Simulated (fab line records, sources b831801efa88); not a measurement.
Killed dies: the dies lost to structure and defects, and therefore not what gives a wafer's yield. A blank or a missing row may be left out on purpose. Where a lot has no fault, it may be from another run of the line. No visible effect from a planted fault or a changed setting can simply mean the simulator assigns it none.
Which tool was responsible? :: flow gf180mcu :: 12 lots, 36 wafers sampled, at 5 steps of a route of 602

== WHAT THE GAUGES READ, wafer by wafer ==
GF_M2_RS_MEAS_05: measures by four-point-probe.
lot: L756
measured: day 18 07:55
on: film_metro-04
M2_ALCU_RS (ohm/sq): 0.0707 0.0700 0.0702

lot: L757
measured: day 19 05:19
on: film_metro-04
M2_ALCU_RS (ohm/sq): 0.0692 0.0700 0.0698

lot: L758
measured: day 19 14:58
on: film_metro-01
M2_ALCU_RS (ohm/sq): 0.0698 0.0698 0.0696

lot: L761
measured: day 20 15:38
on: film_metro-03
M2_ALCU_RS (ohm/sq): 0.0679 0.0684 0.0687

lot: L764
measured: day 21 13:26
on: film_metro-04
M2_ALCU_RS (ohm/sq): 0.0690 0.0680 0.0688

lot: L766
measured: day 22 09:07
on: film_metro-01
M2_ALCU_RS (ohm/sq): 0.0700 0.0701 0.0698

lot: L767
measured: day 22 20:04
on: film_metro-04
M2_ALCU_RS (ohm/sq): 0.0696 0.0697 0.0692

lot: L771
measured: day 23 17:56
on: film_metro-04
M2_ALCU_RS (ohm/sq): 0.0697 0.0696 0.0694

lot: L773
measured: day 24 14:19
on: film_metro-04
M2_ALCU_RS (ohm/sq): 0.0703 0.0705 0.0701

lot: L776
measured: day 25 14:41
on: film_metro-01
M2_ALCU_RS (ohm/sq): 0.0688 0.0689 0.0685

lot: L777
measured: day 25 23:52
on: film_metro-01
M2_ALCU_RS (ohm/sq): 0.0688 0.0689 0.0690

lot: L778
measured: day 26 00:55
on: film_metro-03
M2_ALCU_RS (ohm/sq): 0.0693 0.0696 0.0692

GF_V2_BOW_MEAS_05.
lot: L756
measured: day 19 09:23
on: film_metro-02
V2_BOW (um): 98 101 85

lot: L757
measured: day 20 07:31
on: film_metro-03
V2_BOW (um): 95 93 104

lot: L758
measured: day 20 17:32
on: film_metro-02
V2_BOW (um): 102 93 107

lot: L761
measured: day 21 16:58
on: film_metro-01
V2_BOW (um): 104 89 109

lot: L764
measured: day 22 13:34
on: film_metro-02
V2_BOW (um): 103 99 100

lot: L766
measured: day 23 08:56
on: film_metro-02
V2_BOW (um): 71 66 74

lot: L767
measured: day 23 19:55
on: film_metro-03
V2_BOW (um): 62 70 77

lot: L771
measured: day 24 17:30
on: film_metro-01
V2_BOW (um): 98 90 86

lot: L773
measured: day 25 13:03
on: film_metro-01
V2_BOW (um): 96 99 109

lot: L776
measured: day 26 13:00
on: film_metro-02
V2_BOW (um): 104 114 87

lot: L777
measured: day 26 21:55
on: film_metro-02
V2_BOW (um): 89 100 87

lot: L778
measured: day 26 23:05
on: film_metro-01
V2_BOW (um): 100 104 100

== WHICH TOOL RAN EACH LOT (tool, then ch and the chambers of the sampled wafers, then the start) ==
lot: L756
GF_V1_ETCH_17: rie_diel-01 ch 0,2,3, day 18 07:50 or earlier
GF_M2_SPUTTER_03: pvd_sputter-01, day 18 07:50
GF_V2_CVD_00: hdpcvd-02 ch 0,1,2, day 19 08:48

lot: L757
GF_V1_ETCH_17: rie_diel-04 ch 1,2,3, day 19 05:13 or earlier
GF_M2_SPUTTER_03: pvd_sputter-01, day 19 05:13
GF_V2_CVD_00: hdpcvd-01 ch 0,2, day 20 06:55

lot: L758
GF_V1_ETCH_17: rie_diel-01 ch 0,1,3, day 19 14:55 or earlier
GF_M2_SPUTTER_03: pvd_sputter-03, day 19 14:55
GF_V2_CVD_00: hdpcvd-02 ch 0,1,2, day 20 15:49

lot: L761
GF_V1_ETCH_17: rie_diel-02 ch 0,2,3, day 20 15:35 or earlier
GF_M2_SPUTTER_03: pvd_sputter-03, day 20 15:35
GF_V2_CVD_00: hdpcvd-01 ch 0,1, day 21 16:24

lot: L764
GF_V1_ETCH_17: rie_diel-04 ch 0,3, day 21 13:19 or earlier
GF_M2_SPUTTER_03: pvd_sputter-01, day 21 13:19
GF_V2_CVD_00: hdpcvd-02 ch 0,1,2, day 22 12:59

lot: L766
GF_V1_ETCH_17: rie_diel-01 ch 0,1, day 22 09:02 or earlier
GF_M2_SPUTTER_03: pvd_sputter-01, day 22 09:02
GF_V2_CVD_00: hdpcvd-01 ch 0,1,2, day 23 08:21

lot: L767
GF_V1_ETCH_17: rie_diel-02 ch 1,2, day 22 20:00 or earlier
GF_M2_SPUTTER_03: pvd_sputter-03, day 22 20:00
GF_V2_CVD_00: hdpcvd-01 ch 1,2, day 23 19:21

lot: L771
GF_V1_ETCH_17: rie_diel-04 ch 1,3, day 23 17:52 or earlier
GF_M2_SPUTTER_03: pvd_sputter-03, day 23 17:52
GF_V2_CVD_00: hdpcvd-01 ch 0,1, day 24 16:54

lot: L773
GF_V1_ETCH_17: rie_diel-04 ch 0,3, day 24 14:14 or earlier
GF_M2_SPUTTER_03: pvd_sputter-03, day 24 14:14
GF_V2_CVD_00: hdpcvd-02 ch 0,1,2, day 25 12:28

lot: L776
GF_V1_ETCH_17: rie_diel-04 ch 1,2, day 25 14:38 or earlier
GF_M2_SPUTTER_03: pvd_sputter-01, day 25 14:38
GF_V2_CVD_00: hdpcvd-01 ch 0,1, day 26 12:24

lot: L777
GF_V1_ETCH_17: rie_diel-02 ch 1,2,3, day 25 23:48 or earlier
GF_M2_SPUTTER_03: pvd_sputter-03, day 25 23:48
GF_V2_CVD_00: hdpcvd-01 ch 1,2, day 26 21:22

lot: L778
GF_V1_ETCH_17: rie_diel-01 ch 0,1,2, day 26 00:51 or earlier
GF_M2_SPUTTER_03: pvd_sputter-01, day 26 00:51
GF_V2_CVD_00: hdpcvd-01 ch 1,2, day 26 22:32
- GF_V1_ETCH_17: etches SiO2 in C4F8/O2/Ar, stops on TiN, target depth 630 nm.
- GF_M2_SPUTTER_03: material Ti, target thk 10 nm, time 6.7 s.
- GF_V2_CVD_00: deposits SiO2, target thk 600 nm, time 100 s.

== AS READ BY THE TOOLS THEMSELVES (means over the sampled wafers that have a number; for cases with no such wafer, the mark the record gives instead) ==
GF_V1_ETCH_17.
lot: L756
tool: rie_diel-01
oes_product_au (a.u.): 0.855

lot: L757
tool: rie_diel-04
oes_product_au (a.u.): 0.858

lot: L758
tool: rie_diel-01
oes_product_au (a.u.): 0.859

lot: L761
tool: rie_diel-02
oes_product_au (a.u.): 0.857

lot: L764
tool: rie_diel-04
oes_product_au (a.u.): 0.858

lot: L766
tool: rie_diel-01
oes_product_au (a.u.): 0.856

lot: L767
tool: rie_diel-02
oes_product_au (a.u.): 0.861

lot: L771
tool: rie_diel-04
oes_product_au (a.u.): 0.854

lot: L773
tool: rie_diel-04
oes_product_au (a.u.): 0.854

lot: L776
tool: rie_diel-04
oes_product_au (a.u.): 0.854

lot: L777
tool: rie_diel-02
oes_product_au (a.u.): 0.858

lot: L778
tool: rie_diel-01
oes_product_au (a.u.): 0.857

GF_M2_SPUTTER_03.
lot: L756
tool: pvd_sputter-01
throttle_valve_pct (%): 29.7

lot: L757
tool: pvd_sputter-01
throttle_valve_pct (%): 29.7

lot: L758
tool: pvd_sputter-03
throttle_valve_pct (%): 30.2

lot: L761
tool: pvd_sputter-03
throttle_valve_pct (%): 30.4

lot: L764
tool: pvd_sputter-01
throttle_valve_pct (%): 29.6

lot: L766
tool: pvd_sputter-01
throttle_valve_pct (%): 28.9

lot: L767
tool: pvd_sputter-03
throttle_valve_pct (%): 30.0

lot: L771
tool: pvd_sputter-03
throttle_valve_pct (%): 30.4

lot: L773
tool: pvd_sputter-03
throttle_valve_pct (%): 29.7

lot: L776
tool: pvd_sputter-01
throttle_valve_pct (%): 29.1

lot: L777
tool: pvd_sputter-03
throttle_valve_pct (%): 30.8

lot: L778
tool: pvd_sputter-01
throttle_valve_pct (%): 29.5

GF_V2_CVD_00.
lot: L756
tool: hdpcvd-02
pressure_mtorr (mTorr): 5.997
run_length_s (s): 128.0

lot: L757
tool: hdpcvd-01
pressure_mtorr (mTorr): 6.001
run_length_s (s): 127.9

lot: L758
tool: hdpcvd-02
pressure_mtorr (mTorr): 6.003
run_length_s (s): 128.2

lot: L761
tool: hdpcvd-01
pressure_mtorr (mTorr): 5.998
run_length_s (s): 127.7

lot: L764
tool: hdpcvd-02
pressure_mtorr (mTorr): 6.002
run_length_s (s): 127.9

lot: L766
tool: hdpcvd-01
pressure_mtorr (mTorr): -
run_length_s (s): -

lot: L767
tool: hdpcvd-01
pressure_mtorr (mTorr): -
run_length_s (s): -

lot: L771
tool: hdpcvd-01
pressure_mtorr (mTorr): 6.015
run_length_s (s): 127.3

lot: L773
tool: hdpcvd-02
pressure_mtorr (mTorr): 5.998
run_length_s (s): 128.0

lot: L776
tool: hdpcvd-01
pressure_mtorr (mTorr): 5.998
run_length_s (s): 127.9

lot: L777
tool: hdpcvd-01
pressure_mtorr (mTorr): 6.002
run_length_s (s): 127.4

lot: L778
tool: hdpcvd-01
pressure_mtorr (mTorr): 5.993
run_length_s (s): 127.8

== THE ANSWER, worked out from the rows above alone ==
Rule: what is usual is taken from the lots themselves. The widest of any qualifying gaps counts: lots, ordered by their means at a reading, are off when they make up no more than a third of the lots, leave a main group of 4 or more, and stand apart from it by 3 or more times the standard deviation of that group's means. The tables above print the reading to a certain number of digits; a main group whose means all agree to those digits is not used. A lot without any number at a reading at which 4 lots or more have one is off too. Any other lot the step has rows for is counted as sound. Order of review: gauges by route order, followed by the tools' own readings, for which a lot's mean as printed above is used. The first step at which some lot is off is used, and at that step the reading that is off furthest; a lot without a number counts as furthest.
Off: at GF_V2_BOW_MEAS_05 (V2_BOW), L766, L767. Mean 98 um and standard deviation 3.9 in the main group.
If a tool, at a process step before that reading, ran all the lots that are off and no sound lot after the first of them, it fits. The gauges at GF_V2_BOW_MEAS_05 aren't tried: what is off there is off at GF_V2_CVD_00 too, on other tools, and a gauge's error can't cause that. GF_V1_ETCH_17 gives no start for some lots, so the hours and the order of its lots are those of GF_M2_SPUTTER_03. Not one of the candidates tried fits.

== WHAT THE SIMULATOR HAD INSERTED ==
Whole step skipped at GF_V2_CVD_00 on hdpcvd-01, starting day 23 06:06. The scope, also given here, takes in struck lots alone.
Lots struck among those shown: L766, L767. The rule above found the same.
